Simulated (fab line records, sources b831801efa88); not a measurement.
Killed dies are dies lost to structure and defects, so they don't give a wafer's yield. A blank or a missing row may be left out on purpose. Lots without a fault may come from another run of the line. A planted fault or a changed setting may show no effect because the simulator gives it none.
A struck lot beside a sound one | flow sky130 | 32 steps out of a route of 708
Sound: wafers L410.1, L410.4, L410.6. Struck: wafers L419.2, L419.6. (L419.1 of the same lot was not struck and is left out.) The cause comes at the end.
At each step with rows: each side's tool, then ch and its chambers, then its first start. Under that, the readings that differ: sound wafers | struck wafers | difference of the means | sigmas: that difference in standard deviations of wafers without a fault.
alike: readings whose means differ by less than 2 such deviations, and words and numbers that are the same on both sides. not compared: withheld readings, readings that some wafer has no value for, bounds like >300 that may hide the same value, and numbers for which the record gives no deviation and whose values overlap.
The two part at a step that has a row with sigmas, a row that says differs or no value, or rows on one side only. Numbers that don't overlap but have no deviation are shown without sigmas and don't part them. A reading that every wafer of one side lacks parts them only if that side has two wafers or more.

first, 4 steps without rows for these wafers: SKY_VIA1_STRIP_17 (strips in post etch residue remover, time 1200 s); SKY_VIA1_CLEAN_18 (cleans in IPA, time 180 s); SKY_VIA1_CLEAN_19 (cleans in O3/DIW); SKY_VIA1_SPUTTER_20 (material TiN, target thk 20 nm, time 80 s).
SKY_VIA1_CVD_21: deposits W, target thk 270 nm, time 80.902 s.
  sound on cvd_w-02 ch 0,1, day 35 08:56; struck on cvd_w-02 ch 1, day 38 03:50
  alike: heater_power_w
SKY_VIA1_RS_MEAS_22: measures by four-point-probe.
  sound on film_metro-02, day 35 09:02; struck on film_metro-03, day 38 03:55
  alike: VIA1_W_RS
SKY_VIA1_THK_MEAS_23: measures by xrf.
  sound on film_metro-02, day 35 09:10; struck on film_metro-03, day 38 04:02
  alike: VIA1_W_THK
then, 4 steps without rows for these wafers: SKY_VIA1_CMP_24 (polishes, stops on SiO2, t overpolish 15 s, target thk 0 nm); SKY_METAL2_SPUTTER_00 (material Ti, target thk 15 nm, time 10 s); SKY_METAL2_SPUTTER_01 (material TiN, target thk 20 nm, time 16.7 s); SKY_METAL2_SPUTTER_02 (material AlCu, target thk 250 nm, time 13.3 s).
SKY_METAL2_SPUTTER_03: material Ti, target thk 5 nm, time 3.3 s.
  sound on pvd_sputter-01, day 35 09:35; struck on pvd_sputter-01, day 38 04:29
  alike: throttle_valve_pct
SKY_METAL2_SPUTTER_04: material TiN, target thk 70 nm, time 58.3 s.
  sound on pvd_sputter-01, day 35 09:37; struck on pvd_sputter-01, day 38 04:29
  reading                                    | sound             | struck      | difference | sigmas
  model.TiN_of_METAL2_SPUTTER_04.thk_nm (nm) | 69.24 69.46 69.57 | 51.88 52.78 | -17.09     |
  alike: throttle_valve_pct
SKY_METAL2_RS_MEAS_05: measures by four-point-probe.
  sound on film_metro-01, day 35 09:40; struck on film_metro-02, day 38 04:32
  alike: METAL2_ALCU_RS
SKY_METAL2_THK_MEAS_06: measures by xrf.
  sound on film_metro-01, day 35 09:47; struck on film_metro-02, day 38 04:40
  reading              | sound             | struck      | difference | sigmas
  METAL2_ALCU_THK (nm) | 248.0 248.3 249.4 | 257.2 253.9 | +7.0       | +3
then, 8 steps without rows for these wafers: SKY_METAL2_DEHYDRATE_07 (time 60 s); SKY_METAL2_HMDS_08 (prime time 60 s); SKY_METAL2_COAT_09 (resist thk 60 nm); SKY_METAL2_COAT_10 (resist thk 450 nm); SKY_METAL2_SOFTBAKE_11 (time 90 s); SKY_METAL2_EXPOSE_12 (exposes mask MM2, target cd 140 nm); SKY_METAL2_PEB_13; SKY_METAL2_DEVELOP_14 (develop time 60 s).
SKY_METAL2_CD_MEAS_15: target cd 140 nm.
  sound on cd_sem-01, day 36 12:11; struck on cd_sem-02, day 39 05:43
  alike: cd_nm
SKY_METAL2_OVL_MEAS_16:
  sound on overlay-01, day 36 12:18; struck on overlay-01, day 39 05:50
  alike: METAL2_OVL
SKY_METAL2_DESCUM_17: chemistry O2, time 8 s.
  sound on rie_metal-04 ch 0,1, day 36 12:20; struck on rie_metal-02 ch 1, day 39 05:52
  alike: drypump_motor_current_A, oes_product_au
  not compared: rf_hours_counter_h
then, 1 step without rows for these wafers: SKY_METAL2_ETCH_18 (etches BARC in N2/H2, stops on SiO2, time 45.9 s, target depth 60 nm).
SKY_METAL2_METAL_ETCH_19: etches the open film in Cl2/BCl3, stops on SiO2, target depth 360 nm, time 78 s.
  sound on rie_metal-04 ch 0,1, day 36 12:26; struck on rie_metal-02 ch 1, day 39 05:58
  reading                | sound                | struck        | difference | sigmas
  throttle_valve_pct (%) | 22.251 22.237 22.271 | 22.289 22.273 | +0.028     | +3
  alike: drypump_motor_current_A, oes_product_au
  not compared: rf_hours_counter_h
SKY_METAL2_STRIP_20: strips in O2/N2.
  sound on plasma_asher-03 ch 0,1, day 36 12:31; struck on plasma_asher-03 ch 1, day 39 06:03
  alike: drypump_motor_current_A, oes_product_au, strip_time_to_endpoint_s
  not compared: rf_hours_counter_h
SKY_METAL2_STRIP_21: strips in post etch residue remover, time 1200 s.
  sound on wet_bench-04 ch 3, day 36 12:37; struck on wet_bench-01 ch 2, day 39 06:09
  reading                                    | sound             | struck      | difference | sigmas
  model.TiN_of_METAL2_SPUTTER_04.thk_nm (nm) | 68.82 69.04 69.15 | 51.46 52.36 | -17.09     |
then, 1 step without rows for these wafers: SKY_METAL2_CLEAN_22 (cleans in IPA, time 180 s).
-- the record jumps here: 10 days lie between the struck wafers' starts before and after (it left off in module METAL2 and takes up again in module PAD_OPEN, whose first step shown is number 708 of the route) --
SKY_PAD_OPEN_PROBE_99:
  the record has rows for the struck wafers here (prober-01, day 49 00:13) and none for the sound ones

WHERE THEY PART
First at SKY_METAL2_THK_MEAS_06; last, within this record, at SKY_PAD_OPEN_PROBE_99.

WHY: what the simulator had put in
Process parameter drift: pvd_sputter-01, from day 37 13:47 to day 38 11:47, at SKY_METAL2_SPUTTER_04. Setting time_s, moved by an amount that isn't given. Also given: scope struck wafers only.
